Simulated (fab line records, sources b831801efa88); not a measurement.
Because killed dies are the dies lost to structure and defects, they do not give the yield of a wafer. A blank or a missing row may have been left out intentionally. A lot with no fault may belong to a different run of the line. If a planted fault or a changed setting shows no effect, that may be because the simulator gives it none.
Commonality check across tools    flow sky130    11 lots, 33 wafers sampled

REASON FOR OPENING
Of 11 lots, 1 have the reading SONOS_ONO_CVD_02_THK flagged at SKY_SONOS_ONO_THK_MEAS_03. No-fault wafers: 10.48 nm, standard deviation 0.14.
Rule: flag the lot when none of its wafers has a number, or when each of its wafers that has one lies beyond 4 standard deviations from that mean. The rest of the lots are taken to be sound.

lot   measured      on             SONOS_ONO_CVD_02_THK (nm), wafer by wafer  flag
L963  day 11 17:44  film_metro-03  10.34 10.51 10.72                          
L964  day 11 20:35  film_metro-01  10.35 10.40 10.54                          
L965  day 12 06:36  film_metro-03  10.67 10.56 10.67                          
L966  day 12 20:59  film_metro-03  10.61 10.57 10.65                          
L967  day 13 05:59  film_metro-01  10.44 10.21 10.24                          
L968  day 13 10:44  film_metro-01  10.47 10.44 10.35                          
L969  day 13 14:48  film_metro-01  10.60 10.60 10.45                          
L970  day 14 06:22  film_metro-04  10.50 10.53 10.39                          
L971  day 14 13:20  film_metro-04  10.45 10.54 10.42                          
L972  day 14 13:20  film_metro-01  10.36 10.45 10.40                          
L978  day 16 21:58  film_metro-01  11.61 11.61 11.65                          FLAGGED
The numbers of the flagged lots are 11.62 nm on average: +1.14 nm against the usual, or +8 standard deviations.

TOOL THAT RAN EACH LOT
The record keeps 1 process step preceding the reading, out of 708 steps on the route. Each cell gives the tool, then ch followed by the chambers the sampled wafers passed through, then the start.
lot   flag     SKY_SONOS_ONO_CVD_02
L963           lpcvd-02 ch 1, day 11 16:41
L964           lpcvd-02 ch 1, day 11 19:32
L965           lpcvd-02 ch 0, day 12 05:33
L966           lpcvd-02 ch 0, day 12 19:56
L967           lpcvd-02 ch 1, day 13 04:56
L968           lpcvd-02 ch 1, day 13 09:41
L969           lpcvd-02 ch 0, day 13 13:44
L970           lpcvd-02 ch 0, day 14 05:18
L971           lpcvd-02 ch 1, day 14 12:17
L972           lpcvd-02 ch 1, day 14 12:17
L978  FLAGGED  lpcvd-02 ch 1, day 16 20:55
What is done by these steps:
- SKY_SONOS_ONO_CVD_02: deposits Si3N4 from DCS/NH3, target thk 10.5 nm, time 180 s.
- SKY_SONOS_ONO_THK_MEAS_03

FLAGGED OVER TOTAL, TOOL BY TOOL (the gauges that took the reading come last)
step                       tool           lots run  flagged  share of the flagged lots  sound lots run after its first flagged lot
SKY_SONOS_ONO_CVD_02       lpcvd-02       11        1        all                        0
SKY_SONOS_ONO_THK_MEAS_03  film_metro-01  6         1        all                        0
SKY_SONOS_ONO_THK_MEAS_03  film_metro-03  3         0        none                       -
SKY_SONOS_ONO_THK_MEAS_03  film_metro-04  2         0        none                       -

WHAT THE TABLE ALLOWS
lpcvd-02 at SKY_SONOS_ONO_CVD_02 and film_metro-01 at SKY_SONOS_ONO_THK_MEAS_03 are the 2 rows of the table that ran each flagged lot.
- lpcvd-02 at SKY_SONOS_ONO_CVD_02: 1 of its 11 lots flagged. Last sound lot L971 at day 14 12:17, first flagged lot L978 at day 16 20:55; a fault beginning in between fits.
- film_metro-01 at SKY_SONOS_ONO_THK_MEAS_03: 1 of its 6 lots flagged. Last sound lot L972 at day 14 13:20, first flagged lot L978 at day 16 21:58; a fault beginning in between fits.
These 2 tools cannot be told apart by counting lots, since each of them fits a fault that started at some hour. More lots, or a look at what each step does to the wafer, might.

WHAT WAS PUT IN BY THE SIMULATOR
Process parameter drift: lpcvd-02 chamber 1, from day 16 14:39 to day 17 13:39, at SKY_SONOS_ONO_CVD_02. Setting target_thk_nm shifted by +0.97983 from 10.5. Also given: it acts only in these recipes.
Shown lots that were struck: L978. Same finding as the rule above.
